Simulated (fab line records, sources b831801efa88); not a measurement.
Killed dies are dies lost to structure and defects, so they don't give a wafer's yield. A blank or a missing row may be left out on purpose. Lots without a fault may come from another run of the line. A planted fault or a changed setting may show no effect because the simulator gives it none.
fab line records | flow sky130
record lots=6 wafers=18 last_day=52
route steps=708 shown VIA4@645 METAL5@661 PAD_OPEN@708
lots that met no fault: from a run of the same line without faults
start_h: hours from the record's first day to the start of the lot's first wafer shown | wait_h: hours since the lot's step before | " the same as in the row above | L1.1+2: a row that stands for several wafers | - no value, or no start given | * or withheld: withheld | < > ~ a bound
route shown NAME@n: a module of which the file shows steps, and the number in the route of the first | usual: mean/standard deviation of fault-free wafers | same: alike in all rows | chamber/n: place in a boat | sites: the reading at each site | _std_site: their standard deviation | _edge_site: outer sites' mean less inner sites' | radius_mm: how far each site lies from the wafer's centre | mask NAME#n: copy n | behind: the tool/chamber that last shaped the wafer | hold: why the lot was held/for how many hours/how that ended | device: the transistor (n, p or np) that didn't switch | end of line: the same wafers' tests at the end of the route | a step without rows: its recipe alone | killed: dies lost to structure and defects at the first sort, not the wafer's yield | map: a wafer's dies, x killed, . not, _ none there
set.NAME: the setting as run; set.NAME@STEP: as run at that earlier step | model.NAME: the simulator's own value behind a step, which no gauge read
lots at some steps of the route; a table a step, a row a wafer
services: from which hour (start_h, from the record's first day; less than 0 if before it) a tool's chamber was out of use, for how many hours, and why
## steps
# step SKY_VIA4_COAT_06
# recipe resist=NOVOLAK spin_rpm=3000 resist_thk_nm=1140
# step SKY_VIA4_SOFTBAKE_07
# recipe temp_c=90 time_s=60 resist=NOVOLAK
# step SKY_VIA4_EXPOSE_08
# recipe mask_id=VIM4 na=0.6 source_shape=conventional sigma_outer=0.6 polarization=unpolarized target_cd_nm=800 dose_mj=132
# step SKY_VIA4_PEB_09
# recipe temp_c=withheld time_s=* resist=NOVOLAK
# step SKY_VIA4_DEVELOP_10
# recipe resist=NOVOLAK developer=TMAH develop_time_s=60 dev_temp_c=23
# step SKY_VIA4_OVL_MEAS_11
# usual VIA4_OVL=-0.2/1.2
# columns lot.wafer tool chamber start_h wait_h VIA4_OVL[nm]
L990.2 overlay-01 - 1085.90 0.1 1.6
L990.5 " - " " 1.3
L990.6 " - " " 1.7
L992.3 overlay-01 - 1097.31 0.1 -0.6
L992.4 " - " " -0.6
L992.5 " - " " -1.7
L996.2 overlay-02 - 1125.11 0.1 1.2
L996.5 " - " " 1.0
L996.6 " - " " 0.7
L101.3 overlay-02 - 1152.11 0.1 0.5
L101.4 " - " " -0.6
L101.5 " - " " 1.2
L102.3 overlay-02 - 1161.26 0.1 -0.5
L102.4 " - " " -0.2
L102.6 " - " " -1.8
L108.2 overlay-01 - 1185.41 0.1 -0.4
L108.4 " - " " 0.4
L108.5 " - " " -2.0
# step SKY_VIA4_ETCH_12
# recipe target=SiO2 chemistry=C4F8/O2/Ar stop_on=TiN mask_material=NOVOLAK source_w=1500 bias_w=1200 pressure_mtorr=40 c4f8_flow_sccm=withheld O2_flow_sccm=6 Ar_flow_sccm=300 time_s=withheld target_depth_a=5800
# usual oes_product_au=0.925/0.005
# columns lot.wafer tool chamber start_h wait_h oes_product_au
L990.2 rie_diel-03 1 1085.93 0.0 0.925
L990.5 " 0 " " 0.925
L990.6 " 1 " " 0.931
L992.3 rie_diel-03 2 1097.34 0.0 0.930
L992.4 " 1 " " 0.927
L992.5 " 2 " " 0.922
L996.2 rie_diel-03 1 1125.14 0.0 0.936
L996.5 " 1 " " 0.916
L996.6 " 2 " " 0.926
L101.3 rie_diel-03 2 1152.13 0.0 0.918
L101.4 " 0 " " 0.925
L101.5 " 3 " " 0.914
L102.3 rie_diel-02 0 1161.29 0.0 0.928
L102.4 " 2 " " 0.933
L102.6 " 0 " " 0.928
L108.2 rie_diel-04 3 1185.44 0.0 0.926
L108.4 " 1 " " 0.929
L108.5 " 0 " " 0.931
# step SKY_VIA4_STRIP_13
# recipe chemistry=O2/N2 power_w=1400 pressure_mtorr=1500 platen_temp_c=withheld o2_flow_sccm=3000 n2_flow_sccm=300 overash_fraction=0.5
# usual drypump_motor_current_A=5.9/0.5 oes_product_au=0.710/0.005 strip_time_to_endpoint_s=12.82/0.04
# columns lot.wafer tool chamber start_h wait_h drypump_motor_current_A oes_product_au rf_hours_counter_h strip_time_to_endpoint_s
L990.2 plasma_asher-03 1 1086.00 - 6.7 0.713 64 12.87
L990.5 " 0 " " 5.0 0.715 - 12.88
L990.6 " 1 " " 6.7 0.711 - 12.85
L992.3 plasma_asher-01 1 1097.44 - 6.0 0.708 - 12.80
L992.4 " 0 " " 5.8 0.713 - 12.79
L992.5 " 0 " " 5.8 0.715 - 12.81
L996.2 plasma_asher-01 1 1125.21 - 6.0 0.706 6 12.82
L996.5 " 1 " " 6.0 0.713 - 12.82
L996.6 " 0 " " 5.8 0.715 - 12.85
L101.3 plasma_asher-04 1 1152.24 - 5.7 0.711 - 12.83
L101.4 " 0 " " 6.1 0.710 - 12.78
L101.5 " 0 " " 6.0 0.708 - 12.80
L102.3 plasma_asher-01 1 1161.39 - 6.0 0.707 - 12.82
L102.4 " 0 " " 5.8 0.716 - 12.80
L102.6 " 1 " " 6.0 0.699 - 12.83
L108.2 plasma_asher-01 1 1185.51 - 6.0 0.709 12 12.79
L108.4 " 0 " " 5.8 0.705 - 12.82
L108.5 " 0 " " 5.8 0.709 - 12.77
# step SKY_VIA4_STRIP_14
# recipe chemistry=post_etch_residue_remover time_s=1200 temp_c=72.5
# step SKY_VIA4_CLEAN_15
# recipe chemistry=IPA time_s=180 temp_c=25
# step SKY_VIA4_CLEAN_16
# recipe chemistry=O3/DIW dry=n2_spin
# step SKY_VIA4_SPUTTER_17
# recipe material=TiN target_thk_nm=20 chamber_pressure_pa=5 power_w=4000 time_s=80
# usual cathode_dc_power_W=4000.0/0.86 throttle_valve_pct=30.2/0.98
# columns lot.wafer tool chamber start_h wait_h cathode_dc_power_W throttle_valve_pct
L990.2 pvd_sputter-01 - 1086.60 0.0 4000.7 30.6
L990.5 " - " " 3999.9 29.6
L990.6 " - " " 3999.7 30.0
L992.3 pvd_sputter-03 - 1098.01 0.0 4000.4 30.8
L992.4 " - " " 4000.7 27.8
L992.5 " - " " 3999.8 30.9
L996.2 pvd_sputter-01 - 1125.84 0.0 4000.9 29.9
L996.5 " - " " 4000.2 30.4
L996.6 " - " " 4000.0 29.6
L101.3 pvd_sputter-03 - 1152.79 0.0 4002.4 29.7
L101.4 " - " " 4000.2 30.6
L101.5 " - " " 4001.1 30.8
L102.3 pvd_sputter-03 - 1161.96 0.0 4000.3 30.2
L102.4 " - " " 3999.3 30.6
L102.6 " - " " 3999.7 30.5
L108.2 pvd_sputter-03 - 1186.13 0.0 4000.4 30.8
L108.4 " - " " 4000.2 31.1
L108.5 " - " " 4000.3 27.8
# step SKY_VIA4_CVD_18
# recipe material=W target_thk_nm=505 time_s=152.14 temp_c=400 pressure_torr=40
# usual heater_power_w=811/81 susceptor_temp_C=400.01/0.24
# columns lot.wafer tool chamber start_h wait_h heater_power_w susceptor_temp_C model.W_of_VIA4_CVD_18.thk_nm
L990.2 cvd_w-02 0 1086.66 0.0 897 399.92 503.1
L990.5 " 0 " " 893 399.98 506.9
L990.6 " 1 " " 827 400.17 502.7
L992.3 cvd_w-01 0 1098.12 0.1 691 400.05 513.6
L992.4 " 1 " " 792 399.97 507.6
L992.5 " 0 " " 671 399.88 517.5
L996.2 cvd_w-02 0 1125.90 0.0 1012 414.39 647.1
L996.5 " 0 " " 988 414.34 645.4
L996.6 " 1 " " 829 400.20 497.1
L101.3 cvd_w-02 1 1152.91 0.1 793 399.85 504.4
L101.4 " 0 " " 999 414.72 653.5
L101.5 " 0 " " 986 414.76 658.8
L102.3 cvd_w-01 0 1162.08 0.1 680 399.89 518.7
L102.4 " 1 " " 819 400.18 505.6
L102.6 " 0 " " 705 399.63 516.6
L108.2 cvd_w-01 1 1186.19 0.0 796 399.85 507.8
L108.4 " 1 " " 799 400.09 505.5
L108.5 " 1 " " 801 400.30 503.7
# step SKY_VIA4_RS_MEAS_19
# recipe thk_meas_gauge=four-point-probe reads=W_of_VIA4_CVD_18+TiN_of_VIA4_SPUTTER_17
# usual VIA4_W_RS=0.2256/0.0029
# columns lot.wafer tool chamber start_h wait_h VIA4_W_RS[ohm/sq]
L990.2 film_metro-03 - 1086.84 0.1 0.2274
L990.5 " - " " 0.2255
L990.6 " - " " 0.2277
L992.3 film_metro-03 - 1098.26 0.1 0.2226
L992.4 " - " " 0.2254
L992.5 " - " " 0.2210
L996.2 film_metro-03 - 1126.07 0.1 0.1763
L996.5 " - " " 0.1770
L996.6 " - " " 0.2304
L101.3 film_metro-03 - 1153.05 0.1 0.2268
L101.4 " - " " 0.1748
L101.5 " - " " 0.1734
L102.3 film_metro-01 - 1162.22 0.1 0.2203
L102.4 " - " " 0.2262
L102.6 " - " " 0.2213
L108.2 film_metro-03 - 1186.37 0.1 0.2255
L108.4 " - " " 0.2259
L108.5 " - " " 0.2275
# step SKY_VIA4_THK_MEAS_20
# recipe thk_meas_gauge=xrf reads=W_of_VIA4_CVD_18
# usual VIA4_W_THK=508/6.4
# columns lot.wafer tool chamber start_h wait_h VIA4_W_THK[nm]
L990.2 film_metro-03 - 1086.95 0.1 504
L990.5 " - " " 508
L990.6 " - " " 505
L992.3 film_metro-03 - 1098.36 0.1 516
L992.4 " - " " 508
L992.5 " - " " 518
L996.2 film_metro-03 - 1126.18 0.1 649
L996.5 " - " " 643
L996.6 " - " " 497
L101.3 film_metro-03 - 1153.15 0.1 512
L101.4 " - " " 657
L101.5 " - " " 663
L102.3 film_metro-01 - 1162.32 0.1 518
L102.4 " - " " 505
L102.6 " - " " 515
L108.2 film_metro-03 - 1186.48 0.1 510
L108.4 " - " " 506
L108.5 " - " " 505
# step SKY_VIA4_CMP_21
# recipe stop_on=SiO2 t_overpolish_s=25 down_force_psi=3.5 platen_rpm=60 target_thk_nm=0 pad_velocity_m_s=0.94248
# usual motor_current_A=10.6/1.1 slurry_filter_dp_kPa=13.51/0.13 time_to_endpoint_s=124/4.3
# columns lot.wafer tool chamber start_h wait_h motor_current_A slurry_filter_dp_kPa time_to_endpoint_s
L990.2 cmp-02 2 1087.30 0.3 10.4 13.47 116
L990.5 " 0 " " 9.8 13.50 122
L990.6 " 1 " " 11.6 13.63 118
L992.3 cmp-01 2 1098.45 0.1 9.6 13.21 127
L992.4 " 3 " " 12.7 13.61 123
L992.5 " 1 " " 11.9 13.62 131
L996.2 cmp-01 3 1126.38 0.2 12.2 13.73 150
L996.6 " 0 " " 9.4 13.31 123
L996.5 " 1 " " 12.1 13.50 157
L101.4 cmp-02 0 1153.19 0.0 9.9 13.59 161
L101.3 " 3 " " 10.1 13.36 121
L101.5 " 0 " " 9.7 13.77 170
L102.4 cmp-02 3 1162.36 0.0 10.7 13.87 124
L102.3 " 0 " " 9.8 13.53 131
L102.6 " 3 " " 9.8 13.59 128
L108.4 cmp-01 1 1186.53 0.0 11.7 13.52 124
L108.2 " 0 " " 9.9 13.34 128
L108.5 " 2 " " 9.5 13.63 119
# step SKY_METAL5_SPUTTER_00
# recipe material=Ti target_thk_nm=15 power_w=3000 time_s=10 chamber_pressure_pa=0.3899
# usual cathode_dc_power_W=3000.1/0.54 throttle_valve_pct=30.1/1.1
# columns lot.wafer tool chamber start_h wait_h cathode_dc_power_W throttle_valve_pct
L990.2 pvd_sputter-04 - 1087.50 0.1 3000.3 30.7
L990.5 " - " " 3000.5 29.5
L990.6 " - " " 3000.0 29.3
L992.3 pvd_sputter-03 - 1098.70 0.2 2999.7 30.8
L992.4 " - " " 3000.8 30.8
L992.5 " - " " 2999.4 30.7
L996.2 pvd_sputter-03 - 1126.53 0.1 2999.8 30.6
L996.5 " - " " 3000.8 27.9
L996.6 " - " " 3000.3 30.9
L101.3 pvd_sputter-03 - 1153.49 0.1 2999.8 30.8
L101.4 " - " " 2999.5 30.7
L101.5 " - " " 3000.8 30.7
L102.3 pvd_sputter-02 - 1162.66 0.2 3000.5 32.3
L102.4 " - " " 2999.9 31.0
L102.6 " - " " 3000.4 32.0
L108.2 pvd_sputter-02 - 1186.83 0.1 3000.0 29.6
L108.4 " - " " 3000.2 30.8
L108.5 " - " " 3000.9 32.5
# step SKY_PAD_OPEN_PROBE_99
# usual defect_limited_yield=82.5/1.9 killed_at_M0_to_M3=44/7.1 killed_at_M4_up=3.3/1.9 killed_at_contacts=24/5.3 killed_at_front_end=15/4.5 killed_at_other=0.3/0.55 killed_dies=86/9.5 killed_open=46/7.3 killed_short=39/6.4 sort_bin_3_pad_short=0.9/0.43 sort_bin_5_function=10.3/1.4 sort_bin_6_memory=6.3/1 sort_n_pass=406/9.5 sort_yield_pct=82.5/1.9
# same gross_dies=492 killed_at_back_side=0 sort_bin_4_leakage[%]=0 sort_bin_8_speed[%]=0
# columns lot.wafer tool chamber start_h wait_h defect_limited_yield[%] killed_at_M0_to_M3 killed_at_M4_up killed_at_contacts killed_at_front_end killed_at_other killed_dies killed_open killed_short sort_bin_3_pad_short[%] sort_bin_5_function[%] sort_bin_6_memory[%] sort_n_pass sort_yield_pct[%]
L990.2 prober-01 - 1154.81 0.1 83.5 40 2 26 13 0 81 51 30 0.6 8.7 7.1 411 83.5
L990.5 prober-01 - 1154.96 0.2 82.7 43 5 23 12 2 85 48 37 1.0 10.0 6.3 407 82.7
L990.6 prober-01 - 1155.01 0.2 81.3 41 7 27 15 2 92 54 38 1.2 10.8 6.7 400 81.3
L101.3 prober-02 - 1212.96 0.2 83.1 47 2 17 16 1 83 44 39 0.6 10.0 6.3 409 83.1
L101.4 prober-02 - 1213.01 0.2 86.4 30 1 21 15 0 67 41 26 0.4 8.5 4.7 425 86.4
L101.5 prober-02 - 1213.06 0.2 80.7 55 3 21 16 0 95 49 46 0.6 11.0 7.7 397 80.7
L102.3 prober-01 - 1220.32 0.2 79.3 43 5 33 21 0 102 54 48 0.8 12.4 7.5 390 79.3
L102.4 prober-01 - 1220.37 0.2 82.5 42 5 24 15 0 86 48 38 1.2 9.8 6.5 406 82.5
L102.6 prober-01 - 1220.47 0.2 82.1 43 3 25 17 0 88 51 35 1.2 9.8 6.9 404 82.1
# killed by level:class
L990.2 CONTACT:geometric_particle:open=11 VIA1:geometric_particle:open=9 VIA2:geometric_particle:open=9 LI_CONTACT:geometric_particle:open=7 VIA1:geometric_particle:short=6 CONTACT:geometric_particle:short=5 METAL1:geometric_particle:short=4 FIELD_ISO:geometric_particle:open=3
L990.5 VIA1:geometric_particle:open=12 CONTACT:geometric_particle:open=7 VIA3:geometric_particle:open=7 LI_CONTACT:geometric_particle:open=6 VIA1:geometric_particle:short=6 METAL2:geometric_particle:short=6 FIELD_ISO:geometric_particle:open=5 POLY_GATE:geometric_particle:open=4
L990.6 CONTACT:geometric_particle:open=14 VIA1:geometric_particle:open=12 LI_CONTACT:geometric_particle:open=8 METAL2:geometric_particle:short=7 FIELD_ISO:geometric_particle:short=6 VIA3:geometric_particle:open=6 POLY_GATE:geometric_particle:short=4 METAL4:geometric_particle:short=4
L101.3 VIA1:geometric_particle:open=15 CONTACT:geometric_particle:open=6 LI_CONTACT:geometric_particle:open=5 METAL2:geometric_particle:short=5 VIA2:geometric_particle:short=5 POLY_GATE:geometric_particle:short=4 METAL1:geometric_particle:short=4 VIA2:geometric_particle:open=4
L101.4 CONTACT:geometric_particle:open=9 VIA3:geometric_particle:open=8 VIA2:geometric_particle:open=6 METAL2:geometric_particle:short=5 LI_CONTACT:geometric_particle:open=5 FIELD_ISO:geometric_particle:short=4 POLY_GATE:geometric_particle:short=4 VIA1:geometric_particle:open=4
L101.5 METAL2:geometric_particle:short=12 VIA2:geometric_particle:open=11 VIA3:geometric_particle:open=7 LI_CONTACT:geometric_particle:open=7 CONTACT:geometric_particle:open=6 VIA1:geometric_particle:short=6 VIA1:geometric_particle:open=6 LOCAL_INTERCONNECT:geometric_particle:short=5
L102.3 CONTACT:geometric_particle:open=13 VIA1:geometric_particle:open=9 POLY_GATE:geometric_particle:open=6 LI_CONTACT:geometric_particle:open=5 VIA2:geometric_particle:open=5 CONTACT:geometric_particle:short=5 METAL2:geometric_particle:short=5 VIA1:geometric_particle:short=5
L102.4 LI_CONTACT:geometric_particle:open=9 METAL2:geometric_particle:short=8 CONTACT:geometric_particle:open=7 VIA2:geometric_particle:open=6 VIA1:geometric_particle:open=5 METAL2:geometric_particle:open=5 POLY_GATE:geometric_particle:open=4 LOCAL_INTERCONNECT:geometric_particle:short=4
L102.6 VIA3:geometric_particle:open=9 VIA2:geometric_particle:open=7 CONTACT:geometric_particle:open=7 VIA1:geometric_particle:open=7 LI_CONTACT:geometric_particle:open=6 POLY_GATE:geometric_particle:short=5 LOCAL_INTERCONNECT:geometric_particle:short=5 FIELD_ISO:geometric_particle:open=4
## services
# columns tool chamber start_h hours kind
pvd_sputter-03 2 1066.90 - consumable_replace:kit
pvd_sputter-03 2 1066.90 18.0 scheduled_down
pvd_sputter-03 2 1066.90 18.0 vent_cycle
rie_diel-03 3 1070.42 1.5 repair
plasma_asher-04 - 1074.71 1.3 repair
cvd_w-02 - 1077.41 6.0 pm
cmp-01 - 1084.26 4.0 pm
rie_diel-03 2 1088.00 5.4 repair
plasma_asher-04 - 1096.97 0.4 repair
pvd_sputter-03 - 1104.24 5.4 repair
plasma_asher-01 - 1109.32 2.8 pm
rie_diel-03 - 1121.72 0.6 repair
plasma_asher-03 - 1132.28 29.9 pm
pvd_sputter-01 - 1140.05 0.6 repair
cmp-01 - 1143.98 5.1 pm
pvd_sputter-04 - 1149.71 9.9 repair
cmp-02 - 1153.50 4.8 pm
pvd_sputter-03 1 1153.65 - consumable_replace:kit
pvd_sputter-01 - 1155.27 2.4 repair
pvd_sputter-03 - 1169.75 2.9 repair
rie_diel-03 2 1175.57 26.8 repair
pvd_sputter-04 - 1177.08 9.0 repair
pvd_sputter-03 - 1179.89 3.1 repair
cvd_w-02 - 1184.42 6.9 pm
## key
first_sign step=SKY_VIA4_CVD_18 reading=susceptor_temp_C direction=up sigmas=59 usual=* struck=*
effect step=SKY_VIA4_CVD_18 reading=heater_power_w direction=up sigmas=2.3 usual=* struck=*
effect step=SKY_VIA4_RS_MEAS_19 reading=VIA4_W_RS direction=down sigmas=17 usual=0.2256 struck=0.1754
effect step=SKY_VIA4_THK_MEAS_20 reading=VIA4_W_THK direction=up sigmas=23 usual=508 struck=653
effect step=SKY_VIA4_CMP_21 reading=time_to_endpoint_s direction=up sigmas=8.3 usual=* struck=*
model_effect step=SKY_VIA4_CVD_18 value=W_of_VIA4_CVD_18.thk_nm without=503 struck=651.2
met_at SKY_VIA4_CVD_18
struck_wafers L996.2,L996.5,L101.4,L101.5
onset_between 1086.66 1125.90
fault kind=process_parameter_drift tool=cvd_w-02 chamber=0 onset_h=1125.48 steps=SKY_VIA4_CVD_18 channel=temp_c offset=* shape=step end_h=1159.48 acts_in=* stated=*
